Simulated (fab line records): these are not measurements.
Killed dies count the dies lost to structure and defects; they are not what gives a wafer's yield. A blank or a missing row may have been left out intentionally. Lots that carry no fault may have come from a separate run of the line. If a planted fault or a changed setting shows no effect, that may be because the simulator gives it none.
fab line records	flow sky130
record: lots: 5	wafers: 15	last_day: 50
route steps=708 shown PASSIVATION@687 PAD_OPEN@694
lots that met no fault: from a run of the same line without faults
start_h: hours from the record's opening day to when the first of the lot's shown wafers began	wait_h: time in hours since the lot's previous step	" repeats the value in the row above	L1.1+2: one row covering several wafers at once	- either no value or no given start	* or withheld: withheld	< > ~ a bound
route shown NAME@n: names a module that has steps shown in the file, with the first one's number in the route	usual: mean/standard deviation of fault-free wafers	same: alike in all rows	chamber/n: place in a boat	sites: each site's reading	_std_site: standard deviation of those values	_edge_site: inner sites' mean taken away from outer sites' mean	radius_mm: how far each site lies from the wafer's centre	mask NAME#n: copy n	behind: the last tool/chamber to shape the wafer	hold: reason for holding the lot/hours on hold/outcome of the hold	device: which transistor (n, p or np) failed to switch	end of line: at the end of the route, the tests of the same wafers	where a step has no rows: the recipe by itself	killed: dies that structure and defects cost at the first sort, which is not the same as the wafer's yield	map: the dies of a wafer, with x for killed, . for not killed, _ for no die there
set.NAME: the setting that was run; set.NAME@STEP: the one run at that earlier step	model.NAME: the simulator's own value behind a step, which no gauge read
lots seen at some steps along the route; tables by step, rows by wafer
services: a tool's chamber out of use, with start hour (start_h, from the record's first day; less than 0 if before it), hours out, and reason
== steps ==
step: SKY_PASSIVATION_COAT_06
recipe: spin_rpm: 2000	resist_thk_nm: 3000
usual: exhaust_pa: 45.1/0.88
lot.wafer	tool	chamber	start_h	wait_h	exhaust_pa
L081.2	litho_track-04	0	1091.79	0.1	45.9
L081.3	"	0	"	"	44.9
L081.6	"	0	"	"	44.5
L087.2	litho_track-01	0	1126.96	0.1	45.2
L087.4	"	0	"	"	45.3
L087.5	"	0	"	"	44.5
L093.2	litho_track-04	0	1162.90	0.1	45.8
L093.3	"	0	"	"	45.8
L093.4	"	0	"	"	45.2
L095.1	litho_track-01	0	1164.08	0.1	45.4
L095.5	"	0	"	"	44.7
L095.6	"	0	"	"	44.6
L097.2	litho_track-04	0	1178.25	0.1	46.1
L097.4	"	0	"	"	45.8
L097.6	"	0	"	"	47.0
step: SKY_PASSIVATION_SOFTBAKE_07
recipe: temp_c: 110	time_s: withheld
usual: exhaust_pa: 45.1/0.89
lot.wafer	tool	chamber	start_h	wait_h	exhaust_pa
L081.2	litho_track-04	0	1091.95	0.1	44.2
L081.3	"	0	"	"	44.4
L081.6	"	0	"	"	44.7
L087.2	litho_track-01	0	1127.11	0.1	45.4
L087.4	"	0	"	"	46.5
L087.5	"	0	"	"	44.7
L093.2	litho_track-04	0	1163.05	0.1	43.2
L093.3	"	0	"	"	44.3
L093.4	"	0	"	"	43.8
L095.1	litho_track-01	0	1164.23	0.1	45.9
L095.5	"	0	"	"	46.8
L095.6	"	0	"	"	45.5
L097.2	litho_track-04	0	1178.40	0.1	44.4
L097.4	"	0	"	"	44.4
L097.6	"	0	"	"	43.7
step: SKY_PASSIVATION_EXPOSE_08
recipe: mask_id: NSM	target_cd_nm: 3000	na: 0.57	dose_mj: 260
usual: stage_vel_mm_s: 500.00/0.27
lot.wafer	tool	chamber	start_h	wait_h	mask	stage_vel_mm_s
L081.2	iline_stepper-02	0	-	-	NSM#0	500.17
L081.3	"	0	"	"	NSM#0	499.62
L081.6	"	0	"	"	NSM#0	499.76
L087.2	iline_stepper-02	0	-	-	NSM#0	499.91
L087.4	"	0	"	"	NSM#0	499.97
L087.5	"	0	"	"	NSM#0	500.07
L093.2	iline_stepper-01	0	-	-	NSM#0	500.58
L093.3	"	0	"	"	NSM#0	500.42
L093.4	"	0	"	"	NSM#0	500.46
L095.1	iline_stepper-01	0	-	-	NSM#0	500.04
L095.5	"	0	"	"	NSM#0	499.78
L095.6	"	0	"	"	NSM#0	499.84
L097.2	iline_stepper-01	0	-	-	NSM#0	499.92
L097.4	"	0	"	"	NSM#0	500.16
L097.6	"	0	"	"	NSM#0	499.93
step: SKY_PASSIVATION_PEB_09
recipe: temp_c: 115	time_s: withheld
usual: exhaust_pa: 45.0/0.78
lot.wafer	tool	chamber	start_h	wait_h	exhaust_pa
L081.2	litho_track-01	0	-	-	44.5
L081.3	"	0	"	"	43.9
L081.6	"	0	"	"	43.9
L087.2	litho_track-04	0	-	-	45.5
L087.4	"	0	"	"	46.5
L087.5	"	0	"	"	44.4
L093.2	litho_track-04	0	-	-	46.3
L093.3	"	0	"	"	43.3
L093.4	"	0	"	"	44.9
L095.1	litho_track-01	0	-	-	45.0
L095.5	"	0	"	"	45.6
L095.6	"	0	"	"	45.4
L097.2	litho_track-04	0	-	-	44.6
L097.4	"	0	"	"	46.1
L097.6	"	0	"	"	44.1
step: SKY_PASSIVATION_DEVELOP_10
recipe: develop_time_s: 60	dev_temp_c: 23
usual: exhaust_pa: 44.9/0.93
lot.wafer	tool	chamber	start_h	wait_h	exhaust_pa
L081.2	litho_track-01	0	-	-	44.0
L081.3	"	0	"	"	43.6
L081.6	"	0	"	"	43.7
L087.2	litho_track-04	0	-	-	44.1
L087.4	"	0	"	"	45.3
L087.5	"	0	"	"	45.7
L093.2	litho_track-04	0	-	-	45.6
L093.3	"	0	"	"	46.0
L093.4	"	0	"	"	44.6
L095.1	litho_track-01	0	-	-	43.9
L095.5	"	0	"	"	45.3
L095.6	"	0	"	"	44.1
L097.2	litho_track-04	0	-	-	43.6
L097.4	"	0	"	"	43.8
L097.6	"	0	"	"	44.8
step: SKY_PASSIVATION_ETCH_11
recipe: chemistry: CF4/O2	target_depth_nm: 725	stop_on: AlCu	source_w: 800	bias_w: 150	pressure_mtorr: 150	cf4_flow_sccm: 80	O2_flow_sccm: 10	time_s: 161.1
usual: drypump_motor_current_A: 6.0/0.56	oes_product_au: 0.975/0.008	throttle_valve_pct: 5.964/0.0089
lot.wafer	tool	chamber	start_h	wait_h	drypump_motor_current_A	oes_product_au	rf_hours_counter_h	throttle_valve_pct
L081.2	rie_diel-04	1	1102.58	-	6.3	0.966	22	5.966
L081.3	"	2	"	"	6.4	0.967	20	5.971
L081.6	"	3	"	"	6.1	0.986	-	5.963
L087.2	rie_diel-04	3	1136.12	-	6.1	0.963	20	5.952
L087.4	"	0	"	"	5.0	0.971	18	5.950
L087.5	"	2	"	"	6.4	0.973	-	5.979
L093.2	rie_diel-03	2	1171.17	-	5.6	0.976	3	5.963
L093.3	"	3	"	"	6.6	0.973	12	5.971
L093.4	"	3	"	"	6.6	0.982	-	5.960
L095.1	rie_diel-03	0	1172.58	-	6.5	0.969	21	5.960
L095.5	"	3	"	"	6.6	0.997	-	5.977
L095.6	"	0	"	"	6.5	0.982	-	5.970
L097.2	rie_diel-03	1	1187.07	-	5.6	0.979	13	5.960
L097.4	"	3	"	"	6.6	0.986	13	5.954
L097.6	"	3	"	"	6.7	0.974	-	5.955
step: SKY_PASSIVATION_STRIP_12
recipe: chemistry: O2/N2	power_w: 1400	pressure_mtorr: 1500	platen_temp_c: withheld	overash_fraction: 0.7	o2_flow_sccm: 3000	n2_flow_sccm: 300
usual: drypump_motor_current_A: 5.6/0.32	oes_product_au: 0.661/0.0045	strip_time_to_endpoint_s: 31.57/0.12
lot.wafer	tool	chamber	start_h	wait_h	drypump_motor_current_A	oes_product_au	rf_hours_counter_h	strip_time_to_endpoint_s
L081.2	plasma_asher-03	1	1102.69	0.1	5.7	0.666	65	31.64
L081.3	"	1	"	"	5.7	0.656	-	31.55
L081.6	"	1	"	"	5.7	0.665	-	31.55
L087.2	plasma_asher-03	1	1136.23	0.1	5.7	0.660	69	31.75
L087.4	"	1	"	"	5.7	0.655	-	31.80
L087.5	"	0	"	"	5.2	0.662	-	31.62
L093.2	plasma_asher-01	1	1171.28	0.1	6.1	0.663	101	31.37
L093.3	"	1	"	"	6.1	0.660	-	31.52
L093.4	"	0	"	"	5.8	0.658	-	31.56
L095.1	plasma_asher-01	0	1172.69	0.1	5.7	0.664	102	31.62
L095.5	"	1	"	"	6.1	0.657	-	31.36
L095.6	"	0	"	"	5.8	0.665	-	31.64
L097.2	plasma_asher-04	0	1187.18	0.1	5.2	0.656	7	31.64
L097.4	"	0	"	"	5.2	0.657	-	31.62
L097.6	"	0	"	"	5.2	0.664	-	31.61
step: SKY_PAD_OPEN_DEHYDRATE_00
recipe: temp_c: 200	time_s: 60
usual: exhaust_pa: 45.0/0.93
lot.wafer	tool	chamber	start_h	wait_h	exhaust_pa
L081.2	litho_track-01	0	1111.36	8.6	44.4
L081.3	"	0	"	"	44.3
L081.6	"	0	"	"	43.9
L087.2	litho_track-02	0	1145.16	8.9	44.4
L087.4	"	0	"	"	44.5
L087.5	"	0	"	"	45.8
L093.2	litho_track-01	0	1177.91	6.6	45.9
L093.3	"	0	"	"	45.1
L093.4	"	0	"	"	44.5
L095.1	litho_track-03	0	1180.14	7.4	44.6
L095.5	"	0	"	"	43.4
L095.6	"	0	"	"	43.9
L097.2	litho_track-03	0	1193.56	6.4	45.1
L097.4	"	0	"	"	45.4
L097.6	"	0	"	"	45.2
step: SKY_PAD_OPEN_HMDS_01
recipe: prime_time_s: 60	prime_temp_c: 120
usual: exhaust_pa: 45.0/0.91
lot.wafer	tool	chamber	start_h	wait_h	exhaust_pa
L081.2	litho_track-01	0	1111.51	0.1	45.1
L081.3	"	0	"	"	44.5
L081.6	"	0	"	"	45.7
L087.2	litho_track-02	0	1145.31	0.1	43.8
L087.4	"	0	"	"	45.4
L087.5	"	0	"	"	45.7
L093.2	litho_track-01	0	1178.06	0.1	44.7
L093.3	"	0	"	"	45.3
L093.4	"	0	"	"	45.4
L095.1	litho_track-03	0	1180.29	0.1	43.4
L095.5	"	0	"	"	42.9
L095.6	"	0	"	"	44.3
L097.2	litho_track-03	0	1193.71	0.1	45.0
L097.4	"	0	"	"	45.4
L097.6	"	0	"	"	44.8
step: SKY_PAD_OPEN_COAT_02
recipe: spin_rpm: 2000	resist_thk_nm: 3000
usual: exhaust_pa: 45.3/0.96
lot.wafer	tool	chamber	start_h	wait_h	exhaust_pa
L081.2	litho_track-01	0	1111.66	0.1	44.3
L081.3	"	0	"	"	44.7
L081.6	"	0	"	"	46.1
L087.2	litho_track-02	0	1145.46	0.1	44.5
L087.4	"	0	"	"	44.1
L087.5	"	0	"	"	45.3
L093.2	litho_track-01	0	1178.21	0.1	45.8
L093.3	"	0	"	"	45.7
L093.4	"	0	"	"	46.0
L095.1	litho_track-03	0	1180.44	0.1	43.6
L095.5	"	0	"	"	44.8
L095.6	"	0	"	"	44.1
L097.2	litho_track-03	0	1193.86	0.1	46.1
L097.4	"	0	"	"	46.4
L097.6	"	0	"	"	46.8
step: SKY_PAD_OPEN_SOFTBAKE_03
recipe: temp_c: 110	time_s: withheld
usual: exhaust_pa: 44.7/0.92
lot.wafer	tool	chamber	start_h	wait_h	exhaust_pa
L081.2	litho_track-01	0	1111.81	0.1	44.2
L081.3	"	0	"	"	44.7
L081.6	"	0	"	"	44.6
L087.2	litho_track-02	0	1145.62	0.1	47.0
L087.4	"	0	"	"	45.5
L087.5	"	0	"	"	45.2
L093.2	litho_track-01	0	1178.37	0.1	44.5
L093.3	"	0	"	"	44.0
L093.4	"	0	"	"	44.7
L095.1	litho_track-03	0	1180.59	0.1	43.9
L095.5	"	0	"	"	45.1
L095.6	"	0	"	"	43.5
L097.2	litho_track-03	0	1194.02	0.1	44.0
L097.4	"	0	"	"	44.2
L097.6	"	0	"	"	42.7
step: SKY_PAD_OPEN_EXPOSE_04
recipe: mask_id: PDM	target_cd_nm: 60000	na: 0.57	dose_mj: 260
usual: stage_vel_mm_s: 499.95/0.24
lot.wafer	tool	chamber	start_h	wait_h	mask	stage_vel_mm_s
L081.2	iline_stepper-02	0	-	-	PDM#0	499.63
L081.3	"	0	"	"	PDM#0	499.64
L081.6	"	0	"	"	PDM#0	499.53
L087.2	iline_stepper-02	0	-	-	PDM#0	499.99
L087.4	"	0	"	"	PDM#0	500.16
L087.5	"	0	"	"	PDM#0	500.03
L093.2	iline_stepper-02	0	-	-	PDM#0	499.79
L093.3	"	0	"	"	PDM#0	500.09
L093.4	"	0	"	"	PDM#0	499.98
L095.1	iline_stepper-01	0	-	-	PDM#0	500.22
L095.5	"	0	"	"	PDM#0	500.43
L095.6	"	0	"	"	PDM#0	500.02
L097.2	iline_stepper-02	0	-	-	PDM#0	499.92
L097.4	"	0	"	"	PDM#0	500.14
L097.6	"	0	"	"	PDM#0	500.02
step: SKY_PAD_OPEN_PEB_05
recipe: temp_c: 115	time_s: withheld
usual: exhaust_pa: 44.8/0.77
lot.wafer	tool	chamber	start_h	wait_h	exhaust_pa
L081.2	litho_track-03	0	-	-	44.2
L081.3	"	0	"	"	43.9
L081.6	"	0	"	"	44.0
L087.2	litho_track-01	0	-	-	43.7
L087.4	"	0	"	"	44.5
L087.5	"	0	"	"	45.4
L093.2	litho_track-01	0	-	-	45.5
L093.3	"	0	"	"	44.9
L093.4	"	0	"	"	45.1
L095.1	litho_track-01	0	-	-	45.8
L095.5	"	0	"	"	45.1
L095.6	"	0	"	"	45.0
L097.2	litho_track-03	0	-	-	45.9
L097.4	"	0	"	"	44.6
L097.6	"	0	"	"	45.8
step: SKY_PAD_OPEN_DEVELOP_06
recipe: develop_time_s: 60	dev_temp_c: 23
usual: exhaust_pa: 45.0/0.84
lot.wafer	tool	chamber	start_h	wait_h	exhaust_pa
L081.2	litho_track-03	0	-	-	46.1
L081.3	"	0	"	"	46.6
L081.6	"	0	"	"	46.8
L087.2	litho_track-01	0	-	-	44.6
L087.4	"	0	"	"	43.7
L087.5	"	0	"	"	44.6
L093.2	litho_track-01	0	-	-	46.5
L093.3	"	0	"	"	45.7
L093.4	"	0	"	"	45.2
L095.1	litho_track-01	0	-	-	45.6
L095.5	"	0	"	"	44.9
L095.6	"	0	"	"	44.3
L097.2	litho_track-03	0	-	-	45.3
L097.4	"	0	"	"	45.9
L097.6	"	0	"	"	45.6
step: SKY_PAD_OPEN_ETCH_07
recipe: chemistry: CF4/O2	target_depth_nm: 725	stop_on: AlCu	source_w: 800	bias_w: 145.7	pressure_mtorr: 150	cf4_flow_sccm: 80	O2_flow_sccm: 10	time_s: 161.1
usual: drypump_motor_current_A: 5.7/0.48	oes_product_au: 0.973/0.0068	throttle_valve_pct: 5.964/0.0082
lot.wafer	tool	chamber	start_h	wait_h	drypump_motor_current_A	oes_product_au	rf_hours_counter_h	throttle_valve_pct
L081.2	rie_diel-02	2	1122.04	-	6.3	0.969	14	5.962
L081.3	"	3	"	"	4.8	0.968	18	5.959
L081.6	"	3	"	"	4.8	0.975	-	5.954
L087.2	rie_diel-01	1	1153.88	-	5.6	0.973	3	5.969
L087.4	"	2	"	"	5.9	0.970	30	5.960
L087.5	"	3	"	"	5.3	0.977	-	5.956
L093.2	rie_diel-04	2	1186.83	-	6.4	0.974	24	5.959
L093.3	"	0	"	"	5.0	0.968	20	5.966
L093.4	"	3	"	"	6.1	0.971	21	5.951
L095.1	rie_diel-04	0	1189.03	-	5.0	0.982	20	5.968
L095.5	"	1	"	"	6.3	0.976	-	5.962
L095.6	"	2	"	"	6.4	0.982	-	5.966
L097.2	rie_diel-02	0	1201.64	-	5.9	0.975	7	5.968
L097.4	"	2	"	"	6.4	0.974	17	5.976
L097.6	"	3	"	"	4.8	0.976	-	5.962
step: SKY_PAD_OPEN_STRIP_08
recipe: chemistry: O2/N2	power_w: 1400	pressure_mtorr: 1500	platen_temp_c: withheld	overash_fraction: 0.7	o2_flow_sccm: 3000	n2_flow_sccm: 300
usual: drypump_motor_current_A: 5.8/0.41	oes_product_au: 0.663/0.0044	strip_time_to_endpoint_s: 37.08/0.11
lot.wafer	tool	chamber	start_h	wait_h	drypump_motor_current_A	oes_product_au	rf_hours_counter_h	strip_time_to_endpoint_s
L081.2	plasma_asher-02	1	1122.14	0.1	6.5	0.664	39	37.16
L081.3	"	1	"	"	6.5	0.666	-	37.05
L081.6	"	0	"	"	6.3	0.669	-	37.07
L087.2	plasma_asher-02	0	1153.99	0.1	6.2	0.661	43	37.10
L087.4	"	0	"	"	6.2	0.662	-	37.05
L087.5	"	0	"	"	6.3	0.659	-	37.03
L093.2	plasma_asher-03	0	1186.94	0.1	5.2	0.665	74	37.09
L093.3	"	1	"	"	5.7	0.662	-	37.05
L093.4	"	0	"	"	5.2	0.666	-	37.12
L095.1	plasma_asher-02	0	1189.14	0.1	6.2	0.660	46	37.12
L095.5	"	1	"	"	6.5	0.658	-	37.04
L095.6	"	0	"	"	6.2	0.664	-	36.99
L097.2	plasma_asher-01	1	1201.74	0.1	6.1	0.662	105	36.93
L097.4	"	0	"	"	5.7	0.662	-	36.94
L097.6	"	0	"	"	5.7	0.665	-	36.90
step: SKY_PAD_OPEN_STRIP_09
recipe: chemistry: post_etch_residue_remover	time_s: 1200	temp_c: 72.5
lot.wafer	tool	chamber	start_h	wait_h
L081.2+3+6	wet_bench-01	1	1122.33	0.2
L087.2+4+5	wet_bench-01	3	1154.47	0.5
L093.2+3+4	wet_bench-02	1	1187.18	0.2
L095.1+5+6	wet_bench-02	2	1189.24	0.1
L097.2+4+6	wet_bench-01	3	1201.86	0.1
step: SKY_PAD_OPEN_CLEAN_10
recipe: chemistry: IPA	time_s: 180	temp_c: 25
lot.wafer	tool	chamber	start_h	wait_h
L081.2+3+6	wet_bench-02	0	1122.67	0.0
L087.2+4+5	wet_bench-01	2	1154.91	0.1
L093.2+3+4	wet_bench-01	3	1187.55	0.0
L095.1+5+6	wet_bench-01	3	1189.91	0.3
L097.2+4+6	wet_bench-02	3	1202.20	0.0
step: SKY_PAD_OPEN_CLEAN_11
recipe: chemistry: O3/DIW	dry: n2_spin
lot.wafer	tool	chamber	start_h	wait_h
L081.2+3+6	wet_bench-01	2	1122.73	0.0
L087.2+4+5	wet_bench-02	3	1155.13	0.2
L093.2+3+4	wet_bench-01	1	1187.61	0.0
L095.1+5+6	wet_bench-01	2	1189.97	0.0
L097.2+4+6	wet_bench-01	3	1202.27	0.0
step: SKY_PAD_OPEN_ANNEAL_12
recipe: temp_c: 400	time_s: withheld	ambient: N2/H2	idle_temp_c: 300	ramp_up_c_per_min: 8	ramp_down_c_per_min: 4
lot.wafer	tool	chamber	start_h	wait_h
L081.2+3+6	furnace-02	0	1122.82	0.0
L087.2+4+5	furnace-01	0	1155.23	0.0
L093.2+3+4	furnace-02	0	1187.71	0.0
L095.1+5+6	furnace-02	0	1190.07	0.0
L097.2+4+6	furnace-02	0	1202.36	0.0
step: SKY_PAD_OPEN_BOW_MEAS_13
recipe: mode: bow
usual: PAD_OPEN_BOW: 47/10
lot.wafer	tool	chamber	start_h	wait_h	PAD_OPEN_BOW[um]
L081.2	film_metro-04	-	1124.34	-	44
L081.3	"	-	"	"	56
L081.6	"	-	"	"	37
L087.2	film_metro-01	-	1156.75	-	28
L087.4	"	-	"	"	27
L087.5	"	-	"	"	44
L093.2	film_metro-01	-	1189.23	-	31
L093.3	"	-	"	"	25
L093.4	"	-	"	"	25
L095.1	film_metro-03	-	1191.57	-	43
L095.5	"	-	"	"	53
L095.6	"	-	"	"	54
L097.2	film_metro-03	-	1203.88	-	48
L097.4	"	-	"	"	42
L097.6	"	-	"	"	46
step: SKY_PAD_OPEN_PROBE_99
usual: defect_limited_yield: 82.2/1.9	killed_at_M0_to_M3: 43/6.3	killed_at_M4_up: 3.3/1.7	killed_at_contacts: 24/5.4	killed_at_front_end: 16/4.6	killed_at_other: 0.4/0.7	killed_dies: 87/9.4	killed_on_rim: 17/3.9	killed_open: 47/6.9	killed_short: 39/6.1	sort_bin_3_pad_short: 0.9/0.45	sort_bin_5_function: 10.6/1.5	sort_bin_6_memory: 6.3/1.2	sort_n_pass: 405/9.4	sort_yield_pct: 82.2/1.9
same: gross_dies: 492	killed_at_back_side: 0	sort_bin_4_leakage[%]: 0	sort_bin_8_speed[%]: 0
lot.wafer	tool	chamber	start_h	wait_h	defect_limited_yield[%]	killed_at_M0_to_M3	killed_at_M4_up	killed_at_contacts	killed_at_front_end	killed_at_other	killed_dies	killed_on_rim	killed_open	killed_short	sort_bin_3_pad_short[%]	sort_bin_5_function[%]	sort_bin_6_memory[%]	sort_n_pass	sort_yield_pct[%]
L081.2	prober-01	-	1124.49	0.1	83.9	35	7	15	22	0	79	19	41	38	0.4	9.3	6.3	413	83.9
L081.3	prober-01	-	1124.54	0.2	80.3	53	1	32	11	0	97	21	47	49	0.4	11.8	7.5	395	80.3
L081.6	prober-01	-	1124.69	0.2	79.3	48	3	29	22	0	102	16	50	51	1.0	12.4	7.3	390	79.3
L095.1	prober-02	-	1191.69	0.1	83.1	47	2	21	11	2	83	13	44	39	1.0	9.6	6.3	409	83.1
L095.5	prober-02	-	1191.89	0.2	80.9	42	2	34	16	0	94	26	52	42	0.8	10.0	8.3	398	80.9
L095.6	prober-02	-	1191.94	0.2	85.4	37	4	19	12	0	72	16	35	37	1.0	8.9	4.7	420	85.4
killed by level:class
L081.2 VIA1:geometric_particle:open=10 LI_CONTACT:geometric_particle:open=5 METAL1:geometric_particle:short=5 FIELD_ISO:geometric_particle:open=4 FIELD_ISO:geometric_particle:short=4 POLY_GATE:geometric_particle:short=4 VIA2:geometric_particle:open=4 CONTACT:geometric_particle:short=4
L081.3 VIA2:geometric_particle:open=13 CONTACT:geometric_particle:open=10 METAL2:geometric_particle:short=10 VIA1:geometric_particle:open=8 LI_CONTACT:geometric_particle:open=7 CONTACT:geometric_particle:short=7 VIA1:geometric_particle:short=6 FIELD_ISO:geometric_particle:short=4
L081.6 VIA1:geometric_particle:open=12 CONTACT:geometric_particle:open=9 LI_CONTACT:geometric_particle:open=8 CONTACT:geometric_particle:short=7 FIELD_ISO:geometric_particle:open=6 METAL1:geometric_particle:short=6 METAL2:geometric_particle:short=6 VIA1:geometric_particle:short=5
L095.1 VIA1:geometric_particle:open=11 VIA2:geometric_particle:open=8 LI_CONTACT:geometric_particle:open=7 LOCAL_INTERCONNECT:geometric_particle:short=5 CONTACT:geometric_particle:open=5 METAL2:geometric_particle:short=4 METAL1:geometric_particle:short=4 METAL3:geometric_particle:short=4
L095.5 CONTACT:geometric_particle:open=14 VIA1:geometric_particle:open=8 VIA3:geometric_particle:open=7 LOCAL_INTERCONNECT:geometric_particle:short=7 VIA2:geometric_particle:open=6 METAL1:geometric_particle:short=5 LI_CONTACT:geometric_particle:short=5 LI_CONTACT:geometric_particle:open=5
L095.6 CONTACT:geometric_particle:open=7 METAL3:geometric_particle:short=5 CONTACT:geometric_particle:short=4 POLY_GATE:geometric_particle:open=4 METAL4:geometric_particle:short=4 LI_CONTACT:geometric_particle:open=4 VIA1:geometric_particle:short=4 VIA3:geometric_particle:open=4
== services ==
tool	chamber	start_h	hours	kind
iline_stepper-02	0	1068.50	-	calibration
rie_diel-04	2	1070.10	5.7	repair
furnace-01	-	1072.10	4.0	pm
iline_stepper-01	-	1079.99	1.1	repair
furnace-02	-	1081.48	3.8	pm
rie_diel-03	-	1081.92	3.2	repair
plasma_asher-04	-	1082.18	1.8	repair
plasma_asher-04	-	1084.24	11.4	repair
plasma_asher-01	-	1095.92	1.5	repair
rie_diel-04	0	1097.06	7.5	repair
rie_diel-02	0	1116.85	10.4	repair
rie_diel-03	-	1118.55	2.8	pm
rie_diel-02	-	1139.80	1.5	repair
plasma_asher-04	-	1147.74	28.1	pm
rie_diel-03	2	1164.91	5.9	repair
rie_diel-02	2	1167.87	3.2	repair
rie_diel-03	1	1168.70	7.3	repair
iline_stepper-02	-	1185.09	8.9	pm
iline_stepper-01	-	1201.80	1.7	pm
== key ==
fault none
